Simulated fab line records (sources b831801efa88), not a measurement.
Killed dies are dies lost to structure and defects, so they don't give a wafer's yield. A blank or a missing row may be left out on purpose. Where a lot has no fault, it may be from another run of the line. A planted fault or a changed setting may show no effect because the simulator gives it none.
The same fault as seen by 2 desks + flow sky130 + what lay behind the numbers comes last; until then each desk has only its own

## AT THE METROLOGY DESK
Means of the sampled wafers that have a number, per lot and without regard to the tool the lot ran on: this is what the gauges read. If a lot's mean is further than 4 standard deviations from the usual mean, the lot is out of limits and carries the mark OUT (the distance appears in the brackets).
Columns: A = VT_ADJUST_HVTR_OVL at SKY_VT_ADJUST_HVTR_OVL_MEAS_08, usual -1.0 nm; B = SONOS_TUNNEL_TW at SKY_SONOS_TUNNEL_TW_MEAS_12, usual 196.9; C = CONTACT_HDPCVD_THK at SKY_CONTACT_THK_MEAS_03, usual 562 nm
| lot  | first seen here | A    | B     | C             |
|------|-----------------|------|-------|---------------|
| L399 | day 9 08:59     | 1.3  | 197.2 | 562           |
| L401 | day 9 23:01     | 2.0  | 196.2 | 486 (-16) OUT |
| L402 | day 10 09:14    | -0.6 | 193.0 | 492 (-14) OUT |
| L403 | day 10 15:58    | -3.0 | 193.4 | 491 (-14) OUT |
| L411 | day 13 00:58    | -0.3 | 199.7 | 563           |
| L413 | day 13 13:25    | -1.1 | 195.1 | 563           |
| L412 | day 13 14:34    | -1.9 | 200.2 | 561           |
| L414 | day 13 23:28    | -0.6 | 194.5 | 555           |
| L416 | day 14 14:56    | -1.4 | 195.0 | 567           |
| L418 | day 15 06:58    | -0.8 | 199.6 | 553           |
| L419 | day 15 15:10    | -2.0 | 200.2 | 560           |
| L420 | day 16 00:16    | -1.8 | 193.8 | 567           |
Finding of this desk: L401, L402, L403 out of limits, first seen on L401 at day 30 19:02 (CONTACT_HDPCVD_THK at SKY_CONTACT_THK_MEAS_03). L399, L411, L413, L412, L414, L416, L418, L419, L420: within limits.

## FOR THE TOOL OWNER'S DESK: hdpcvd-02
The tool's own readings at SKY_CONTACT_HDPCVD_02 (deposits SiO2, target thk 565 nm, time 94.2 s): means of the sampled wafers that have a number, for each lot that ran on this tool. If a lot's mean is further than 4 standard deviations from the usual mean, the lot is out of limits and carries the mark OUT (the distance appears in the brackets).
Columns: A = runLengthS at SKY_CONTACT_HDPCVD_02, usual 122.1 s
| lot  | first seen here | A               |
|------|-----------------|-----------------|
| L399 | day 30 03:18    | 121.9           |
| L401 | day 30 18:58    | 109.2 (-26) OUT |
| L402 | day 31 12:10    | 110.2 (-24) OUT |
| L403 | day 31 16:34    | 110.1 (-24) OUT |
| L413 | day 35 02:52    | 122.1           |
| L412 | day 35 04:58    | 122.2           |
| L414 | day 35 10:04    | 122.2           |
| L419 | day 36 22:21    | 121.8           |
| L420 | day 37 05:38    | 122.0           |
This desk's finding: out of limits on L401, L402, L403; first on L401, day 30 18:58 (runLengthS at SKY_CONTACT_HDPCVD_02). L399, L413, L412, L414, L419, L420: within limits.

## PUT TOGETHER
On L401, L402, L403, at day 30 18:58, an alarm was possible from the tool owner's desk.
L401, L402, L403 would have let the metrology desk raise an alarm at day 30 19:02.
SKY_CONTACT_HDPCVD_02 was run on hdpcvd-02 by each of the lots named.

## WHAT HAD BEEN PUT IN BY THE SIMULATOR
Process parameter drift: hdpcvd-02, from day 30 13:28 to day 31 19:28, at SKY_CONTACT_HDPCVD_02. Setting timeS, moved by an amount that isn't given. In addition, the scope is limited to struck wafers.
Struck lots among those shown: L401, L402, L403.
Delay (hours) between the fault's onset and each desk's first out-of-limits reading: 6 at the tool owner's desk, 6 at the metrology desk.
